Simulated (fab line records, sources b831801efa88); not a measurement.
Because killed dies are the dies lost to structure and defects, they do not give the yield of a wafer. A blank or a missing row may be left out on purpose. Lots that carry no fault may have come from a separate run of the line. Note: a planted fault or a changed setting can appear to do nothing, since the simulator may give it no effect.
Problem report in the 8D (eight disciplines) form, filled by code ; flow gf180mcu ; the parts of the form that need people (team, actions taken, sign-off) are left out

== 1. THE PROBLEM ==
chamber_pressure_pa at GF_TOP_METAL_SPUTTER_00 reads a mean of 1.696 Pa on 2 wafers of 2 lots; wafers without a fault read 2.001 Pa with a standard deviation of 0.0039. Measured from the usual mean, that is -78 standard deviations.
The step: material Ti, target thk 37.5 nm, time 150 s.
Earliest sighting: wafer L560.2 on pvd_sputter-01 at day 31 03:35. The record has a number at this step for 36 wafers belonging to 12 lots. By rule, "out" or "out of limits" means more than 4 standard deviations away from the usual mean. The rest of the wafers with a number are treated as sound.

== 2. WHAT IT IS; WHAT IT IS NOT ==
question;is;is not
which readings at this step;chamber_pressure_pa;cathode_dc_power_W
which lots;L560, L562;L547, L549, L551, L554, L555, L556, L558, L567, L568, L570
which wafers of those lots;L560.2, L562.2;L560.3, L560.6, L562.3, L562.5
read on which tools;pvd_sputter-01;pvd_sputter-02, pvd_sputter-03
when;from day 31 03:35;"up to then (23 sound wafers); but 11 sound wafers of L562, L567, L568, L570 came after"

== 3. SUSPECTS, AND WHAT RULES EACH OUT ==
Counting: a tool at a process step up to the reading stays a suspect if it ran every lot that is out. Sound lots after the first of them don't rule it out here, since some wafers of a struck lot are sound.
- cvd_w-02 at GF_V5_CVD_23 (deposits W, target thk 350 nm, time 104.9 s): kept. Every lot that is out went through it, the first being L560 (day 31 02:59); the last sound lot it ran before that was L556 (day 30 05:17).
- pvd_sputter-01 at GF_TOP_METAL_SPUTTER_00 (material Ti, target thk 37.5 nm, time 150 s): kept. Every lot that is out went through it, the first being L560 (day 31 03:35); the last sound lot it ran before that was L549 (day 28 12:29). Its own chamber_pressure_pa readings are out on those wafers.
Remaining after the count are cvd_w-02 at GF_V5_CVD_23 and pvd_sputter-01 at GF_TOP_METAL_SPUTTER_00.

== 4. THE CAUSE (what the simulator had put in) ==
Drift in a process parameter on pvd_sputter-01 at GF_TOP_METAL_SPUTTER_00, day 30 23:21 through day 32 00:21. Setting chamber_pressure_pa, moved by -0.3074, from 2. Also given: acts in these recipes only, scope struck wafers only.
Counting leaves 2 suspects; this tool is one of them.

== 5. THE EFFECT CHAIN, in route order ==
Rows list readings where the struck wafers' mean (over those with a number) sits beyond 3 standard deviations from the usual. Only readings for which the record gives a usual standard deviation are gone through. hours: the time from each lot's start at the first step in this table that gives one to its start at this step, as a median over the lots. sigmas: the change in usual standard deviations.
hours;step;reading;usual;on struck wafers;change;sigmas
0;GF_TOP_METAL_SPUTTER_00;chamber_pressure_pa;2.001 Pa;1.696;-0.305;-78
0;GF_TOP_METAL_SPUTTER_00;throttle_valve_pct;30.1 %;32.5;+2.4;+3.4
The process steps in it:
- GF_TOP_METAL_SPUTTER_00: material Ti, target thk 37.5 nm, time 150 s.

== 6. WHAT WOULD HAVE CAUGHT IT SOONER ==
4 hours passed between the start of the fault at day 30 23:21 and the first reading out of limits in this record, taken at day 31 03:35.
